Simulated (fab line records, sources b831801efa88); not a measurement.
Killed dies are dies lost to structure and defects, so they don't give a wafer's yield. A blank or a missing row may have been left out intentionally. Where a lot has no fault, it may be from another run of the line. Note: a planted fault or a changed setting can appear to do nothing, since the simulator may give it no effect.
8D (eight disciplines) problem report, filled in by code :: flow sky130 :: the parts of the form that need people (team, actions taken, sign-off) are left out

## 1. THE PROBLEM
Wafers without a fault read 126.0 s, standard deviation 0.47; run length s at SKY_FIELD_ISO_ETCH_17 reads a mean of 112.0 s on 5 wafers belonging to 3 lots. That is -30 standard deviations from the usual mean.
The step: etches Si in HBr/Cl2/O2, target depth 342 nm, time 97.7 s.
Seen first at day 5 16:38 on rie si-02, wafer L932.4. At this step, 21 wafers from 7 lots have a number in the record. Rule for "out", or "out of limits": more than 4 standard deviations from the usual mean. The rest of the wafers with a number are treated as sound.

## 2. WHAT IT IS, WHAT IT ISN'T
question: which readings at this step
is: run length s
is not: drypump motor current A, oes product au, throttle valve pct

question: which lots
is: L932, L934, L935
is not: L919, L926, L933, L939

question: which wafers of those lots
is: L932.4, L932.6, L934.6, L935.4, L935.6
is not: L932.1, L934.1, L934.5, L935.2

question: read on which tools
is: rie si-02
is not: rie si-01

question: when
is: from day 5 16:38
is not: up to then (7 sound wafers); but 9 sound wafers of L933, L934, L935, L939 came after

## 3. THE SUSPECTS, EACH WITH WHAT RULES IT OUT
Counting: any tool at a process step up to the reading remains a suspect provided it ran every lot that is out. Sound lots after the first of them don't rule it out here, since some wafers of a struck lot are sound.
- plasma asher-04 at SKY_FIELD_ISO_STRIP_16 (strips in O2/N2): kept. It processed each lot that is out (first: L932, day 5 16:32); up to then, its last sound lot is L919 (day 2 23:01).
- rie si-02 at SKY_FIELD_ISO_ETCH_17 (etches Si in HBr/Cl2/O2, target depth 342 nm, time 97.7 s): kept. It processed each lot that is out (first: L932, day 5 16:38); up to then, its last sound lot is L926 (day 4 08:34). On those wafers its own readings are out: run length s.
After counting, plasma asher-04 at SKY_FIELD_ISO_STRIP_16 and rie si-02 at SKY_FIELD_ISO_ETCH_17 remain.

## 4. THE CAUSE (what the simulator had put in)
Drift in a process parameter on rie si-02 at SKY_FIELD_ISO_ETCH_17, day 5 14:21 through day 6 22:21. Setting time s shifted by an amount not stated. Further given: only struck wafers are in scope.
Of the 2 suspects that counting leaves, this tool is one.

## 5. THE CHAIN OF EFFECTS, in route order
Each row: a reading whose mean over the struck wafers that have a number lies more than 3 standard deviations from the usual. Only readings for which the record gives a usual standard deviation are gone through. hours: the time from each lot's start at the first step in this table that gives one to its start at this step, as a median over the lots. sigmas: the change in usual standard deviations.
hours: 0
step: SKY_FIELD_ISO_ETCH_17
reading: run length s
usual: 126.0 s
on struck wafers: 112.0
change: -14.0
sigmas: -30
The process steps in it:
- SKY_FIELD_ISO_ETCH_17: etches Si in HBr/Cl2/O2, target depth 342 nm, time 97.7 s.

## 6. HOW IT WOULD HAVE BEEN CAUGHT EARLIER
The fault began at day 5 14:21; the first out-of-limits reading in this record came at day 5 16:38, 2 hours later.
